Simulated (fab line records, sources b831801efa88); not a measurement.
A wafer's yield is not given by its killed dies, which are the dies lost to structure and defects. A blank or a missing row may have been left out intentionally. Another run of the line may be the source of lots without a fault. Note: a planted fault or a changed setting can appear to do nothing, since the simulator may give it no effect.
Which tool was responsible? ; flow sky130 ; Sampling: 13 lots, 39 wafers, 4 of 708 route steps

WHAT THE GAUGES READ, wafer by wafer
SKY_LOCAL_INTERCONNECT_CD_MEAS_11 targets a cd of 170 nm.
lot;measured;on;cdNm (nm)
L571;day 31 09:44;cdSem-02;167.9 169.1 168.4
L572;day 32 01:41;cdSem-02;170.5 170.5 171.1
L573;day 32 07:48;cdSem-02;172.8 170.6 172.5
L575;day 32 17:34;cdSem-02;169.6 170.5 170.3
L574;day 32 19:44;cdSem-02;168.4 169.3 168.4
L576;day 32 23:53;cdSem-02;167.9 167.8 171.0
L578;day 33 11:06;cdSem-01;168.5 167.1 168.7
L581;day 34 08:50;cdSem-01;167.4 167.3 166.9
L583;day 35 04:20;cdSem-01;172.0 172.1 171.5
L585;day 35 15:38;cdSem-02;169.7 169.8 170.0
L587;day 36 07:23;cdSem-01;167.1 167.0 167.4
L592;day 38 00:39;cdSem-02;166.7 168.6 167.7

SKY_CONTACT_THK_MEAS_01.
lot;measured;on;CONTACT_CVD_00_THK (nm)
L571;day 31 10:41;filmMetro-04;75.0 75.2 76.4
L572;day 32 02:47;filmMetro-03;75.4 76.0 75.1
L573;day 32 08:48;filmMetro-04;74.6 75.8 76.2
L575;day 32 18:34;filmMetro-04;73.4 74.5 74.5
L574;day 32 20:40;filmMetro-04;75.1 75.2 76.8
L576;day 33 00:54;filmMetro-01;73.9 77.7 75.1
L578;day 33 12:00;filmMetro-03;74.5 75.6 74.1
L581;day 34 09:50;filmMetro-01;73.8 75.9 75.6
L583;day 35 05:41;filmMetro-03;74.8 75.8 76.1
L585;day 35 16:57;filmMetro-03;74.7 75.7 76.2
L587;day 36 08:25;filmMetro-04;74.8 74.0 75.6
L592;day 38 01:34;filmMetro-04;73.5 74.6 75.6

WHICH TOOL RAN EACH LOT (tool, then ch and the chambers of the sampled wafers, then the start)
lot;SKY_LDD_LDN_STRIP_12;SKY_LI_CONTACT_SPUTTER_19
L571;plasmaAsher-02 ch 0,1, day 23 23:45;pvdSputter-02, day 30 05:01
L572;plasmaAsher-03 ch 0,1, day 24 20:18;pvdSputter-02, day 30 22:56
L573;plasmaAsher-03 ch 0,1, day 25 02:17;pvdSputter-02, day 31 03:13
L575;plasmaAsher-03 ch 0,1, day 25 11:59;pvdSputter-02, day 31 13:52
L574;plasmaAsher-02 ch 0,1, day 25 13:48;pvdSputter-03, day 31 15:35
L576;plasmaAsher-02 ch 0,1, day 25 15:51;pvdSputter-03, day 31 20:05
L578;plasmaAsher-02 ch 0,1, day 26 07:05;pvdSputter-01, day 32 07:17
L581;plasmaAsher-03 ch 0,1, day 27 06:57;pvdSputter-02, day 33 05:49
L583;plasmaAsher-02 ch 0, day 28 00:39;pvdSputter-02, day 34 00:20
L584;plasmaAsher-02 ch 0,1, day 28 03:33;-
L585;plasmaAsher-03 ch 0,1, day 28 13:00;pvdSputter-02, day 34 12:08
L587;plasmaAsher-03 ch 0,1, day 29 07:06;pvdSputter-03, day 35 03:22
L592;plasmaAsher-02 ch 0,1, day 31 02:23;pvdSputter-01, day 36 21:26
- SKY_LDD_LDN_STRIP_12: strips in O2/N2.
- SKY_LI_CONTACT_SPUTTER_19: material Ti, target thk 20 nm, time 106.37 s.

AS READ BY THE TOOLS THEMSELVES (means over the sampled wafers that have a number; for cases with no such wafer, the mark the record gives instead)
SKY_LDD_LDN_STRIP_12.
lot;tool;drypumpMotorCurrentA (A);oesProductAu (a.u.);stripTimeToEndpointS (s)
L571;plasmaAsher-02;5.8;0.713;14.18
L572;plasmaAsher-03;5.2;0.713;14.16
L573;plasmaAsher-03;5.2;0.719;14.18
L575;plasmaAsher-03;5.3;0.720;14.15
L574;plasmaAsher-02;5.8;0.714;14.21
L576;plasmaAsher-02;5.8;0.719;14.19
L578;plasmaAsher-02;5.8;0.723;14.24
L581;plasmaAsher-03;5.3;0.714;14.22
L583;plasmaAsher-02;6.0;0.708;14.17
L584;plasmaAsher-02;5.9;0.953;-
L585;plasmaAsher-03;5.2;0.715;14.16
L587;plasmaAsher-03;5.3;0.718;14.18
L592;plasmaAsher-02;5.8;0.714;14.16

SKY_LI_CONTACT_SPUTTER_19.
lot;tool;throttleValvePct (%)
L571;pvdSputter-02;30.4
L572;pvdSputter-02;30.3
L573;pvdSputter-02;30.7
L575;pvdSputter-02;29.4
L574;pvdSputter-03;29.5
L576;pvdSputter-03;29.9
L578;pvdSputter-01;30.1
L581;pvdSputter-02;29.4
L583;pvdSputter-02;31.3
L585;pvdSputter-02;30.4
L587;pvdSputter-03;30.0
L592;pvdSputter-01;30.6

THE ANSWER, worked out from the rows above alone
Rule: the usual values come from the lots themselves. Put in order of their means at a reading, lots are off if they are a third of the lots or fewer, leave a main group of 4 or more, and stand apart from it by a gap of 3 or more times the standard deviation of the main group's means; of several such gaps the widest counts. A main group is skipped when, at the precision printed for the reading in the tables above, its means are all equal. Also off: a lot with no number at a reading for which 4 or more lots have one. The other lots that the step has rows for count as sound. After the gauges, taken in route order, come the tools' own readings; for these a lot's mean is taken, as printed above. At the first step where some lot is off, the reading lying furthest off is the one used; lots without a number count as furthest.
Off: L584 (SKY_LDD_LDN_STRIP_12, stripTimeToEndpointS). Without a number there: L584. Main group: mean 14.18 s, sd 0.026.
A tool fits if, at that step or a process step before it, it ran every lot that is off, and no sound lot after the first of them. Of those tried, none fits.

WHAT HAD BEEN PUT IN BY THE SIMULATOR
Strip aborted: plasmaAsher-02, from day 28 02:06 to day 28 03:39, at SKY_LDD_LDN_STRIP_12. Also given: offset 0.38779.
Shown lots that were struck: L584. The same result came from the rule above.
